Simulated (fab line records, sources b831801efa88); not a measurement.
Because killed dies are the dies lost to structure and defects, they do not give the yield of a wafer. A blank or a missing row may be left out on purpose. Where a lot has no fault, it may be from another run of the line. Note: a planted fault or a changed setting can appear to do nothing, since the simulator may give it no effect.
Split-lot experiment || flow gf180mcu || 27 wafers read from 5 lots, route of 602 steps

== SPLIT DETAILS ==
At GF_POLY_GATE_ETCH_13 (etches poly-Si in HBr/Cl2, stops on SiO2, target depth 198.5 nm, time 69.6 s), the setting timeS was moved away from the recipe's 69.6 s on 9 of the 27 wafers read, by +42.0% to +58.3%. This setting was run at the recipe's value on the other wafers.

The reading comes from the split's own step.

== THE READING ==
oesProductAu, in a.u., at GF_POLY_GATE_ETCH_13 (etches poly-Si in HBr/Cl2, stops on SiO2, target depth 198.5 nm, time 69.6 s). Fault-free wafers of this fab line usually give 0.989 a.u., standard deviation 0.0069 a.u.

{"wafer": "L075.1", "tool, chamber at the split": "rieSi-01, 1", "timeS as run, s": 69.6, "against the recipe": "recipe", "oesProductAu, a.u.": 0.993, "against lot-mates on the recipe": "-"}
{"wafer": "L075.2", "tool, chamber at the split": "rieSi-01, 3", "timeS as run, s": 69.6, "against the recipe": "recipe", "oesProductAu, a.u.": 0.994, "against lot-mates on the recipe": "-"}
{"wafer": "L075.3", "tool, chamber at the split": "rieSi-01, 2", "timeS as run, s": 110.2, "against the recipe": "+58.3%", "oesProductAu, a.u.": 0.927, "against lot-mates on the recipe": -0.067}
{"wafer": "L075.4", "tool, chamber at the split": "rieSi-01, 0", "timeS as run, s": 69.6, "against the recipe": "recipe", "oesProductAu, a.u.": 0.995, "against lot-mates on the recipe": "-"}
{"wafer": "L075.5", "tool, chamber at the split": "rieSi-01, 2", "timeS as run, s": 110.2, "against the recipe": "+58.3%", "oesProductAu, a.u.": 0.930, "against lot-mates on the recipe": -0.064}
{"wafer": "L075.6", "tool, chamber at the split": "rieSi-01, 1", "timeS as run, s": 110.2, "against the recipe": "+58.3%", "oesProductAu, a.u.": 0.937, "against lot-mates on the recipe": -0.057}
{"wafer": "L077.1", "tool, chamber at the split": "rieSi-02, 2", "timeS as run, s": 69.6, "against the recipe": "recipe", "oesProductAu, a.u.": 0.981, "against lot-mates on the recipe": "-"}
{"wafer": "L077.2", "tool, chamber at the split": "rieSi-02, 3", "timeS as run, s": 69.6, "against the recipe": "recipe", "oesProductAu, a.u.": 0.989, "against lot-mates on the recipe": "-"}
{"wafer": "L077.3", "tool, chamber at the split": "rieSi-02, 0", "timeS as run, s": 69.6, "against the recipe": "recipe", "oesProductAu, a.u.": 0.989, "against lot-mates on the recipe": "-"}
{"wafer": "L077.4", "tool, chamber at the split": "rieSi-02, 1", "timeS as run, s": 69.6, "against the recipe": "recipe", "oesProductAu, a.u.": 0.992, "against lot-mates on the recipe": "-"}
{"wafer": "L077.5", "tool, chamber at the split": "rieSi-02, 3", "timeS as run, s": 69.6, "against the recipe": "recipe", "oesProductAu, a.u.": 0.990, "against lot-mates on the recipe": "-"}
{"wafer": "L077.6", "tool, chamber at the split": "rieSi-02, 2", "timeS as run, s": 69.6, "against the recipe": "recipe", "oesProductAu, a.u.": 0.993, "against lot-mates on the recipe": "-"}
{"wafer": "L078.1", "tool, chamber at the split": "rieSi-02, 1", "timeS as run, s": 69.6, "against the recipe": "recipe", "oesProductAu, a.u.": 0.991, "against lot-mates on the recipe": "-"}
{"wafer": "L078.4", "tool, chamber at the split": "rieSi-02, 0", "timeS as run, s": 69.6, "against the recipe": "recipe", "oesProductAu, a.u.": 1.000, "against lot-mates on the recipe": "-"}
{"wafer": "L078.6", "tool, chamber at the split": "rieSi-02, 1", "timeS as run, s": 69.6, "against the recipe": "recipe", "oesProductAu, a.u.": 0.997, "against lot-mates on the recipe": "-"}
{"wafer": "L080.1", "tool, chamber at the split": "rieSi-01, 3", "timeS as run, s": 69.6, "against the recipe": "recipe", "oesProductAu, a.u.": 0.995, "against lot-mates on the recipe": "-"}
{"wafer": "L080.2", "tool, chamber at the split": "rieSi-01, 0", "timeS as run, s": 98.81, "against the recipe": "+42.0%", "oesProductAu, a.u.": 0.952, "against lot-mates on the recipe": -0.041}
{"wafer": "L080.3", "tool, chamber at the split": "rieSi-01, 1", "timeS as run, s": 98.81, "against the recipe": "+42.0%", "oesProductAu, a.u.": 0.946, "against lot-mates on the recipe": -0.047}
{"wafer": "L080.4", "tool, chamber at the split": "rieSi-01, 2", "timeS as run, s": 69.6, "against the recipe": "recipe", "oesProductAu, a.u.": 0.986, "against lot-mates on the recipe": "-"}
{"wafer": "L080.5", "tool, chamber at the split": "rieSi-01, 1", "timeS as run, s": 69.6, "against the recipe": "recipe", "oesProductAu, a.u.": 0.998, "against lot-mates on the recipe": "-"}
{"wafer": "L080.6", "tool, chamber at the split": "rieSi-01, 0", "timeS as run, s": 98.81, "against the recipe": "+42.0%", "oesProductAu, a.u.": 0.954, "against lot-mates on the recipe": -0.039}
{"wafer": "L085.1", "tool, chamber at the split": "rieSi-02, 1", "timeS as run, s": 105.3, "against the recipe": "+51.3%", "oesProductAu, a.u.": 0.933, "against lot-mates on the recipe": -0.054}
{"wafer": "L085.2", "tool, chamber at the split": "rieSi-02, 3", "timeS as run, s": 105.3, "against the recipe": "+51.3%", "oesProductAu, a.u.": 0.935, "against lot-mates on the recipe": -0.052}
{"wafer": "L085.3", "tool, chamber at the split": "rieSi-02, 0", "timeS as run, s": 69.6, "against the recipe": "recipe", "oesProductAu, a.u.": 0.973, "against lot-mates on the recipe": "-"}
{"wafer": "L085.4", "tool, chamber at the split": "rieSi-02, 2", "timeS as run, s": 105.3, "against the recipe": "+51.3%", "oesProductAu, a.u.": 0.941, "against lot-mates on the recipe": -0.046}
{"wafer": "L085.5", "tool, chamber at the split": "rieSi-02, 0", "timeS as run, s": 69.6, "against the recipe": "recipe", "oesProductAu, a.u.": 0.986, "against lot-mates on the recipe": "-"}
{"wafer": "L085.6", "tool, chamber at the split": "rieSi-02, 3", "timeS as run, s": 69.6, "against the recipe": "recipe", "oesProductAu, a.u.": 1.001, "against lot-mates on the recipe": "-"}

THE FIT
A straight line over all 27 wafers: oesProductAu changes by -0.00103 a.u. for each +1% of timeS; r = -0.97; the points scatter about the line by 0.0062 a.u.
The same after taking each lot's own level away (the mean of its wafers on the recipe; 27 wafers): -0.00103 a.u. for each +1%; r = -0.98; scatter 0.0055 a.u.
Per that fit: largest timeS move, reading shift of 0.06 a.u.
The lots' own levels span 0.9867 to 0.9960 a.u., that is 1.4 times the standard deviation above.
So the lot-to-lot level changes the slope little: the two slopes agree.
Check: for one of the wafers moved furthest among these (+58.3%), held out of the fit, the line's prediction against its lot-mates is -0.0588 a.u. Against them it came out at -0.067 a.u.
Tool readings at the split's step, against how far the setting was moved: oesProductAu r = -0.97.

== THE OTHER SPLITS THESE WAFERS WENT THROUGH ==
Note: prior to the reading, these wafers also went through further splits. Each is held against what the fit with the lots' levels taken away leaves over:
{"other split on the same wafers": "GF_STI_OXIDATION_01 oxTimeS", "wafers away from the commonest value": 21, "r with oesProductAu (lot level and that fit taken away)": -0.07}
{"other split on the same wafers": "GF_STI_ETCH_14 timeS", "wafers away from the commonest value": 12, "r with oesProductAu (lot level and that fit taken away)": -0.01}

== THE WHOLE CHAIN: every reading that the file lists as answering this split, in the file's order ==
{"step": "GF_POLY_GATE_ETCH_13", "what it does": "etches poly-Si in HBr/Cl2, stops on SiO2, target depth 198.5 nm, time 69.6 s", "reading": "oesProductAu", "change (the file's fit)": "-0.00103 a.u. for each +1% of the setting", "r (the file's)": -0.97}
{"step": "GF_POLY_GATE_ETCH_13", "what it does": "etches poly-Si in HBr/Cl2, stops on SiO2, target depth 198.5 nm, time 69.6 s", "reading": "POLY_GATE.featureDepthNm (the simulator's own value, which no gauge read)", "change (the file's fit)": "+0.148 nm for each +1% of the setting", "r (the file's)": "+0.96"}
{"step": "GF_POLY_GATE_ETCH_13", "what it does": "etches poly-Si in HBr/Cl2, stops on SiO2, target depth 198.5 nm, time 69.6 s", "reading": "SiO2_of_DUAL_GATE_OXIDATION_02.thkNm (the simulator's own value, which no gauge read)", "change (the file's fit)": "-0.0285 nm for each +1% of the setting", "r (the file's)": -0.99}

== THE FILE'S OWN FIT ==
oesProductAu changes by -0.00103 a.u. for each +1% of timeS, r = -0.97.
